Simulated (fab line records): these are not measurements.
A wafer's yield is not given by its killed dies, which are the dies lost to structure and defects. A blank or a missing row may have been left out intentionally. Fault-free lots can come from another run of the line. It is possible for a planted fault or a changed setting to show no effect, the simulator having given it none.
Which tool did it?    flow sfq_line    45 wafers from 15 lots sampled at 6 of the route's 325 steps

## WHAT EACH GAUGE READ, for each wafer
SFQ_L0V_OVL_MEAS_903.
lot   measured      on          L0V_OVL (nm)
L182  day 5 15:40   overlay-02  0 -4 3
L183  day 5 20:28   overlay-01  -3 0 2
L185  day 6 06:29   overlay-01  -1 -11 -6
L186  day 6 10:05   overlay-02  4 2 5
L187  day 6 18:29   overlay-02  1 2 2
L188  day 6 23:23   overlay-01  -9 -2 -9
L189  day 7 04:11   overlay-02  -8 -12 -12
L192  day 8 00:49   overlay-02  -4 -2 -1
L196  day 8 19:40   overlay-01  -3 -7 -6
L198  day 9 12:28   overlay-02  -1 -9 0
L199  day 9 18:28   overlay-01  -5 -4 -1
L200  day 10 01:28  overlay-02  -13 -6 -11
L201  day 10 07:29  overlay-02  -1 -5 4
L202  day 10 11:04  overlay-01  -7 -4 1
L203  day 10 18:16  overlay-01  -13 -8 -10

SFQ_I2_OVL_MEAS_918.
lot   measured      on          I2_OVL (nm)
L182  day 24 09:06  overlay-02  2 2 -1
L183  day 24 11:31  overlay-02  -3 1 -2
L185  day 25 08:29  overlay-01  0 -2 -2
L186  day 26 07:18  overlay-01  2 5 1
L187  day 26 14:29  overlay-01  4 -1 1
L188  day 27 00:05  overlay-01  -7 -7 -9
L189  day 27 08:30  overlay-02  3 -4 3
L192  day 28 17:41  overlay-01  1 0 -2
L196  day 29 18:46  overlay-02  4 6 4
L198  day 31 01:28  overlay-02  8 5 8
L199  day 31 08:40  overlay-02  -8 -5 -7
L200  day 31 20:04  overlay-02  1 -3 2
L201  day 32 09:16  overlay-02  -2 5 3
L202  day 32 15:16  overlay-01  1 -7 2
L203  day 32 21:16  overlay-01  4 0 -1

## EACH LOT AND THE TOOL THAT RAN IT (in order: tool; ch and the chambers of the sampled wafers; start)
lot   SFQ_TRILAYER_M0_STRIP_STRIP_025    SFQ_TRILAYER_I0_CMP_CMP_028    SFQ_TRILAYER_I0_METRO_MEASURE_029  SFQ_TRILAYER_I0_VIA_ETCH_VIA_ETCH_034
L182  rie_metal-02 ch 0,1, day 8 09:12   cmp-02 ch 0,3, day 8 13:26     film_metro-03, day 8 16:34         rie_diel-04 ch 1,2,3, day 10 11:58
L183  rie_metal-04 ch 0,1, day 8 11:36   cmp-02 ch 0,1, day 8 19:26     film_metro-04, day 8 22:46         rie_diel-03 ch 0,1, day 10 15:34
L185  rie_metal-02 ch 0,1, day 9 03:06   cmp-01 ch 0,1,2, day 9 11:32   film_metro-03, day 9 14:40         rie_diel-03 ch 0,1,3, day 11 07:10
L186  rie_metal-02 ch 0,1, day 9 10:30   cmp-01 ch 0,1, day 9 21:02     film_metro-01, day 10 00:04        rie_diel-03 ch 1,2,3, day 12 09:34
L187  rie_metal-02 ch 0, day 9 19:54     cmp-01 ch 0,1, day 10 06:02    film_metro-04, day 10 08:40        rie_diel-01 ch 0,2, day 12 19:24
L188  rie_metal-01 ch 0, day 10 00:30    cmp-01 ch 0,1,3, day 10 09:32  film_metro-01, day 10 11:40        rie_diel-04 ch 0,1, day 12 21:34
L189  rie_metal-02 ch 0,1, day 10 05:30  cmp-02 ch 1,2,3, day 10 14:14  film_metro-04, day 10 16:46        rie_diel-03 ch 2,3, day 13 03:48
L192  rie_metal-01 ch 0,1, day 11 03:06  cmp-02 ch 0,3, day 11 13:44    film_metro-03, day 11 16:46        rie_diel-04 ch 0,1,2, day 14 02:22
L196  rie_metal-04 ch 0,1, day 12 00:30  cmp-02 ch 0,2,3, day 12 01:21  film_metro-01, day 12 04:28        rie_diel-04 ch 0,1,2, day 14 16:46
L198  rie_metal-04 ch 0,1, day 12 18:03  cmp-01 ch 0,2, day 13 00:32    film_metro-04, day 13 03:40        rie_diel-03 ch 0,1,2, day 15 17:52
L199  rie_metal-04 ch 0,1, day 13 00:03  cmp-01 ch 0,1,2, day 13 03:32  film_metro-04, day 13 06:40        rie_diel-01 ch 0,1,2, day 15 21:28
L200  rie_metal-01 ch 0,1, day 13 08:27  cmp-01 ch 0,2,3, day 13 10:02  film_metro-04, day 13 12:40        rie_diel-03 ch 0,2,3, day 16 04:40
L201  rie_metal-01 ch 0,1, day 13 14:27  cmp-02 ch 0,2,3, day 13 17:28  film_metro-03, day 13 20:17        rie_diel-01 ch 0,2, day 16 11:52
L202  rie_metal-04 ch 0,1, day 13 18:03  cmp-01 ch 0,2,3, day 14 01:02  film_metro-01, day 14 03:40        rie_diel-04 ch 1,2,3, day 16 22:13
L203  rie_metal-02 ch 0,1, day 14 02:27  cmp-02 ch 1,2,3, day 14 04:58  film_metro-03, day 14 08:05        rie_diel-01 ch 0,1, day 17 03:01
- SFQ_TRILAYER_M0_STRIP_STRIP_025: strips in O2.
- SFQ_TRILAYER_I0_CMP_CMP_028: polishes SiO2.
- SFQ_TRILAYER_I0_METRO_MEASURE_029
- SFQ_TRILAYER_I0_VIA_ETCH_VIA_ETCH_034: etches SiO2 in CHF3, stops on Nb, target depth 260 nm.

## AS READ BY THE TOOLS THEMSELVES (means over the sampled wafers that have a number; for cases with no such wafer, the mark the record gives instead)
SFQ_TRILAYER_M0_STRIP_STRIP_025.
lot   tool          drypump_motor_current_A (A)  oes_product_au (a.u.)
L182  rie_metal-02  5.70                         1.003
L183  rie_metal-04  5.93                         0.984
L185  rie_metal-02  5.69                         1.014
L186  rie_metal-02  5.63                         1.013
L187  rie_metal-02  5.56                         0.998
L188  rie_metal-01  6.19                         0.995
L189  rie_metal-02  5.71                         1.003
L192  rie_metal-01  6.28                         0.985
L196  rie_metal-04  6.00                         0.999
L198  rie_metal-04  5.93                         0.996
L199  rie_metal-04  5.92                         0.991
L200  rie_metal-01  6.25                         0.997
L201  rie_metal-01  6.30                         0.995
L202  rie_metal-04  6.01                         1.000
L203  rie_metal-02  5.68                         1.006

SFQ_TRILAYER_I0_CMP_CMP_028.
lot   tool    motor_current_A (A)  platen_rpm (rpm)  time_to_endpoint_s (s)
L182  cmp-02  10.4                 59.95             196
L183  cmp-02  9.6                  60.00             218
L185  cmp-01  11.6                 59.96             209
L186  cmp-01  12.0                 59.99             214
L187  cmp-01  11.4                 60.04             200
L188  cmp-01  11.6                 59.96             211
L189  cmp-02  10.0                 60.02             212
L192  cmp-02  10.4                 59.98             206
L196  cmp-02  10.5                 60.00             205
L198  cmp-01  11.0                 60.00             210
L199  cmp-01  11.3                 60.03             214
L200  cmp-01  10.9                 60.01             209
L201  cmp-02  10.0                 60.02             213
L202  cmp-01  11.1                 59.98             216
L203  cmp-02  10.0                 60.03             202

SFQ_TRILAYER_I0_METRO_MEASURE_029.
lot   tool           thk_nm (nm)
L182  film_metro-03  199.7
L183  film_metro-04  199.6
L185  film_metro-03  199.5
L186  film_metro-01  206.5
L187  film_metro-04  213.0
L188  film_metro-01  206.8
L189  film_metro-04  198.2
L192  film_metro-03  198.6
L196  film_metro-01  197.2
L198  film_metro-04  198.8
L199  film_metro-04  200.0
L200  film_metro-04  200.2
L201  film_metro-03  199.7
L202  film_metro-01  199.1
L203  film_metro-03  199.3

SFQ_TRILAYER_I0_VIA_ETCH_VIA_ETCH_034.
lot   tool         drypump_motor_current_A (A)  oes_product_au (a.u.)
L182  rie_diel-04  6.0                          0.853
L183  rie_diel-03  6.3                          0.851
L185  rie_diel-03  5.8                          0.853
L186  rie_diel-03  5.8                          0.874
L187  rie_diel-01  5.8                          0.887
L188  rie_diel-04  6.0                          0.870
L189  rie_diel-03  5.8                          0.853
L192  rie_diel-04  6.2                          0.852
L196  rie_diel-04  6.2                          0.848
L198  rie_diel-03  6.3                          0.852
L199  rie_diel-01  5.7                          0.861
L200  rie_diel-03  5.8                          0.853
L201  rie_diel-01  5.8                          0.856
L202  rie_diel-04  6.0                          0.854
L203  rie_diel-01  5.3                          0.851

## THE ANSWER, worked out from the rows above alone
Rule: the usual values come from the lots themselves. Put in order of their means at a reading, lots are off if they are a third of the lots or fewer, leave a main group of 4 or more, and stand apart from it by a gap of 3 or more times the standard deviation of the main group's means; of several such gaps the widest counts. The tables above print the reading to a certain number of digits; a main group whose means all agree to those digits is not used. A lot without any number at a reading at which 4 lots or more have one is off too. All remaining lots with rows at the step are treated as sound. First the gauges in route order, then the tools' own readings, where a lot's mean is used as printed above. At the first step where some lot is off, the reading lying furthest off is the one used; lots without a number count as furthest.
Off, at SFQ_TRILAYER_I0_METRO_MEASURE_029 on thk_nm: L186, L187, L188. For the main group the mean is 199.2 nm and the standard deviation 0.81.
If a tool, at that step or one of the process steps before it, ran each lot that is off and ran no sound lot following the first of them, it fits. No candidate that was tried fits.

## WHAT THE SIMULATOR PUT IN
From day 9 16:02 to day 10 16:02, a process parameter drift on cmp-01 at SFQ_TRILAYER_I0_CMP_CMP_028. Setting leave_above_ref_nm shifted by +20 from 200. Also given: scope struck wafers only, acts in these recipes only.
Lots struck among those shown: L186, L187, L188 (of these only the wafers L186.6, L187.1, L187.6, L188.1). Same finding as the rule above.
